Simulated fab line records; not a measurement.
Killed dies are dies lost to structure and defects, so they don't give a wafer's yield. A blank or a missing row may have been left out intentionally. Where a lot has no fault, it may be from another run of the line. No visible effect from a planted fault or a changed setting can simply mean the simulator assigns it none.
Which tool was responsible? :: flow gf180mcu :: 12 lots with 36 wafers sampled at 4 steps, on a route of 602 steps

WHAT THE GAUGES SHOWED, per wafer
GF_HV_LDD_THK_MEAS_55.
lot: L860
measured: day 12 03:13
on: film_metro-01
HV_LDD_CVD_54_THK (nm): 10.15 10.17 10.20

lot: L861
measured: day 12 10:40
on: film_metro-01
HV_LDD_CVD_54_THK (nm): 10.15 10.21 10.21

lot: L866
measured: day 15 01:47
on: film_metro-03
HV_LDD_CVD_54_THK (nm): 9.82 9.93 10.01

lot: L869
measured: day 16 00:33
on: film_metro-04
HV_LDD_CVD_54_THK (nm): 9.98 10.04 10.09

lot: L872
measured: day 16 17:20
on: film_metro-01
HV_LDD_CVD_54_THK (nm): 10.01 10.15 10.21

lot: L874
measured: day 17 05:35
on: film_metro-04
HV_LDD_CVD_54_THK (nm): 9.92 9.84 9.99

lot: L877
measured: day 18 02:24
on: film_metro-01
HV_LDD_CVD_54_THK (nm): 9.99 9.91 10.03

lot: L878
measured: day 18 12:29
on: film_metro-01
HV_LDD_CVD_54_THK (nm): 9.93 9.89 9.86

lot: L879
measured: day 18 21:53
on: film_metro-01
HV_LDD_CVD_54_THK (nm): 9.86 9.90 9.86

lot: L881
measured: day 19 11:35
on: film_metro-03
HV_LDD_CVD_54_THK (nm): 9.98 9.99 9.84

lot: L882
measured: day 19 19:47
on: film_metro-01
HV_LDD_CVD_54_THK (nm): 9.87 9.92 9.95

lot: L883
measured: day 20 03:50
on: film_metro-03
HV_LDD_CVD_54_THK (nm): 10.10 9.98 9.93

GF_SALICIDE_RS_MEAS_04: measurement is done with a four-point probe.
lot: L860
measured: day 14 20:19
on: film_metro-02
SALICIDE_TIN_RS (ohm/sq): 16.26 16.09 16.58

lot: L861
measured: day 15 02:31
on: film_metro-01
SALICIDE_TIN_RS (ohm/sq): 16.51 16.48 16.29

lot: L866
measured: day 17 23:34
on: film_metro-02
SALICIDE_TIN_RS (ohm/sq): 17.28 17.20 17.25

lot: L869
measured: day 19 01:05
on: film_metro-02
SALICIDE_TIN_RS (ohm/sq): 17.45 17.43 17.08

lot: L872
measured: day 19 19:12
on: film_metro-02
SALICIDE_TIN_RS (ohm/sq): 16.54 15.93 16.01

lot: L874
measured: day 20 07:58
on: film_metro-02
SALICIDE_TIN_RS (ohm/sq): 16.47 16.20 15.97

lot: L877
measured: day 21 05:51
on: film_metro-02
SALICIDE_TIN_RS (ohm/sq): 16.62 16.56 16.24

lot: L878
measured: day 21 16:08
on: film_metro-03
SALICIDE_TIN_RS (ohm/sq): 16.16 16.23 16.18

lot: L879
measured: day 22 01:20
on: film_metro-02
SALICIDE_TIN_RS (ohm/sq): 16.80 16.48 16.45

lot: L881
measured: day 22 13:24
on: film_metro-03
SALICIDE_TIN_RS (ohm/sq): 16.11 16.23 16.10

lot: L882
measured: day 22 22:24
on: film_metro-02
SALICIDE_TIN_RS (ohm/sq): 16.43 16.02 16.07

lot: L883
measured: day 23 06:12
on: film_metro-01
SALICIDE_TIN_RS (ohm/sq): 16.46 16.35 16.37

GF_SALICIDE_THK_MEAS_05: measures by xrf.
lot: L860
measured: day 14 20:24
on: film_metro-02
SALICIDE_TIN_THK (nm): 19.76 19.71 19.77

lot: L861
measured: day 15 02:36
on: film_metro-01
SALICIDE_TIN_THK (nm): 20.20 20.25 20.47

lot: L866
measured: day 17 23:41
on: film_metro-02
SALICIDE_TIN_THK (nm): 17.95 17.55 17.45

lot: L869
measured: day 19 01:11
on: film_metro-02
SALICIDE_TIN_THK (nm): 18.15 18.11 18.17

lot: L872
measured: day 19 19:19
on: film_metro-02
SALICIDE_TIN_THK (nm): 19.88 19.82 19.80

lot: L874
measured: day 20 08:05
on: film_metro-02
SALICIDE_TIN_THK (nm): 20.24 19.87 20.04

lot: L877
measured: day 21 05:58
on: film_metro-02
SALICIDE_TIN_THK (nm): 19.30 19.59 19.51

lot: L878
measured: day 21 16:15
on: film_metro-03
SALICIDE_TIN_THK (nm): 20.12 19.69 19.82

lot: L879
measured: day 22 01:25
on: film_metro-02
SALICIDE_TIN_THK (nm): 19.69 19.87 19.91

lot: L881
measured: day 22 13:31
on: film_metro-03
SALICIDE_TIN_THK (nm): 20.04 19.56 19.88

lot: L882
measured: day 22 22:31
on: film_metro-02
SALICIDE_TIN_THK (nm): 20.05 20.20 20.09

lot: L883
measured: day 23 06:19
on: film_metro-01
SALICIDE_TIN_THK (nm): 19.99 20.32 20.22

WHICH TOOL RAN EACH LOT (tool, then ch and the chambers of the sampled wafers, then the start)
lot: L860
GF_SALICIDE_SPUTTER_03: pvd_sputter-01, day 14 20:14

lot: L861
GF_SALICIDE_SPUTTER_03: pvd_sputter-03, day 15 02:25

lot: L866
GF_SALICIDE_SPUTTER_03: pvd_sputter-04, day 17 23:32

lot: L869
GF_SALICIDE_SPUTTER_03: pvd_sputter-04, day 19 01:02

lot: L872
GF_SALICIDE_SPUTTER_03: pvd_sputter-01, day 19 19:11

lot: L874
GF_SALICIDE_SPUTTER_03: pvd_sputter-03, day 20 07:56

lot: L877
GF_SALICIDE_SPUTTER_03: pvd_sputter-01, day 21 05:50

lot: L878
GF_SALICIDE_SPUTTER_03: pvd_sputter-04, day 21 16:06

lot: L879
GF_SALICIDE_SPUTTER_03: pvd_sputter-04, day 22 01:14

lot: L881
GF_SALICIDE_SPUTTER_03: pvd_sputter-04, day 22 13:23

lot: L882
GF_SALICIDE_SPUTTER_03: pvd_sputter-04, day 22 22:21

lot: L883
GF_SALICIDE_SPUTTER_03: pvd_sputter-04, day 23 06:11
- GF_SALICIDE_SPUTTER_03: material TiN, target thk 20 nm, time 16.7 s.

AS READ BY THE TOOLS THEMSELVES (means over the sampled wafers that have a number; for cases with no such wafer, the mark the record gives instead)
GF_SALICIDE_SPUTTER_03.
lot: L860
tool: pvd_sputter-01
cathode_dc_power_W (W): 6499.5
throttle_valve_pct (%): 30.2

lot: L861
tool: pvd_sputter-03
cathode_dc_power_W (W): 6500.6
throttle_valve_pct (%): 29.4

lot: L866
tool: pvd_sputter-04
cathode_dc_power_W (W): 5779.8
throttle_valve_pct (%): 29.8

lot: L869
tool: pvd_sputter-04
cathode_dc_power_W (W): 5779.4
throttle_valve_pct (%): 30.0

lot: L872
tool: pvd_sputter-01
cathode_dc_power_W (W): 6500.8
throttle_valve_pct (%): 31.1

lot: L874
tool: pvd_sputter-03
cathode_dc_power_W (W): 6498.6
throttle_valve_pct (%): 30.1

lot: L877
tool: pvd_sputter-01
cathode_dc_power_W (W): 6499.5
throttle_valve_pct (%): 30.6

lot: L878
tool: pvd_sputter-04
cathode_dc_power_W (W): 6499.3
throttle_valve_pct (%): 29.3

lot: L879
tool: pvd_sputter-04
cathode_dc_power_W (W): 6499.6
throttle_valve_pct (%): 29.8

lot: L881
tool: pvd_sputter-04
cathode_dc_power_W (W): 6499.3
throttle_valve_pct (%): 29.3

lot: L882
tool: pvd_sputter-04
cathode_dc_power_W (W): 6500.9
throttle_valve_pct (%): 30.1

lot: L883
tool: pvd_sputter-04
cathode_dc_power_W (W): 6499.4
throttle_valve_pct (%): 28.8

THE ANSWER, worked out from the rows above alone
Rule: what is usual is taken from the lots themselves. The widest of any qualifying gaps counts: lots, ordered by their means at a reading, are off when they make up no more than a third of the lots, leave a main group of 4 or more, and stand apart from it by 3 or more times the standard deviation of that group's means. If all means in a main group match to the digits the tables above print for the reading, that group is not used. Also off: a lot with no number at a reading for which 4 or more lots have one. Where the step has rows for the other lots, those lots are counted as sound. After the gauges, taken in route order, come the tools' own readings; for these a lot's mean is taken, as printed above. At the first step where some lot is off, the reading lying furthest off is the one used; lots without a number count as furthest.
Off: L866, L869, seen at GF_SALICIDE_RS_MEAS_04 (SALICIDE_TIN_RS). Main group: mean 16.31 ohm/sq, sd 0.14.
A tool fits if, at a process step before that reading, it ran every lot that is off, and no sound lot after the first of them. The gauges at GF_SALICIDE_RS_MEAS_04 aren't tried: what is off there is off at GF_SALICIDE_SPUTTER_03 too, on other tools, and a gauge's error can't cause that. No candidate that was tried fits.

WHAT WAS PUT IN BY THE SIMULATOR
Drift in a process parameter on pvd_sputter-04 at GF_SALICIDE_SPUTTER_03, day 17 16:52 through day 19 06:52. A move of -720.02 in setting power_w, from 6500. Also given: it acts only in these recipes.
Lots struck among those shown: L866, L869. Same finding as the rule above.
